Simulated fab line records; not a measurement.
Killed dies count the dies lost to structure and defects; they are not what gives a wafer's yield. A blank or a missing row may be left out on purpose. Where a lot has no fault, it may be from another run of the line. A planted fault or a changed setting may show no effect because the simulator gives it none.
Chamber matching | flow gf180mcu | GF_V4_CMP_04 on cmp-01 has 4 sister chambers
The step polishes SiO2. 20 wafers are shown with their chamber, then 10 later ones without.

WAFERS, EACH WITH ITS CHAMBER
wafer  | chamber | motor-current-A (A) | time-to-endpoint-s (s)
L856.2 | 0       | 10.0                | 79
L856.3 | 2       | 14.0                | 79
L856.5 | 3       | 11.3                | 81
L861.2 | 1       | 11.7                | 72
L861.3 | 3       | 11.1                | 74
L861.6 | 1       | 11.5                | 78
L864.1 | 0       | 10.3                | 74
L864.2 | 2       | 14.1                | 72
L864.6 | 2       | 13.2                | 75
L865.2 | 0       | 11.1                | 77
L865.4 | 1       | 12.0                | 80
L865.5 | 0       | 10.2                | 81
L866.3 | 3       | 11.3                | 72
L866.4 | 1       | 11.2                | 80
L866.6 | 0       | 11.3                | 81
L870.2 | 2       | 14.1                | 66
L870.3 | 3       | 10.9                | 72
L870.6 | 2       | 14.1                | 76
L874.2 | 1       | 11.0                | 71
L874.3 | 0       | 10.3                | 71

SIGNATURES (averages over the wafers above)
reading            | chamber 0 | chamber 1 | chamber 2 | chamber 3 | scatter within a chamber
motor-current-A    | 10.533    | 11.480    | 13.900    | 11.150    | 0.416
time-to-endpoint-s | 77.17     | 76.20     | 73.60     | 74.75     | 4.4
Rule: a wafer lies at a distance from a chamber equal to the root of the sum of squares, over the readings, of (its reading less the chamber's mean, divided by the reading's scatter). If the next closest chamber is less than 2 further off than the closest, the wafer can't be placed; otherwise it belongs to the closest. The scatter: take each reading less its chamber's mean, square it, sum over the shown wafers, divide by the number of wafers less the number of chambers, and take the root.

WAFERS WITH NO CHAMBER GIVEN
wafer  | motor-current-A (A) | time-to-endpoint-s (s)
L874.5 | 11.6                | 74
L873.1 | 11.5                | 71
L873.2 | 11.0                | 74
L873.4 | 14.4                | 80
L875.1 | 10.5                | 76
L875.3 | 10.8                | 70
L875.6 | 14.0                | 70
L876.2 | 11.3                | 78
L876.5 | 13.5                | 75
L876.6 | 11.7                | 77

CHAMBER TAKEN BY EACH
wafer  | from the rows above          | in truth
L874.5 | can't be placed: 1 or 3      | 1
L873.1 | can't be placed: 1 or 3 or 0 | 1
L873.2 | can't be placed: 3 or 1 or 0 | 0
L873.4 | 2                            | 2
L875.1 | can't be placed: 0 or 3      | 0
L875.3 | can't be placed: 3 or 0 or 1 | 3
L875.6 | 2                            | 2
L876.2 | can't be placed: 1 or 3 or 0 | 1
L876.5 | 2                            | 2
L876.6 | can't be placed: 1 or 3      | 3
3 of 10 placed correctly. Can't be placed from these rows: 7 (the true chamber is among the candidates in 7). Number placed wrongly: 0.
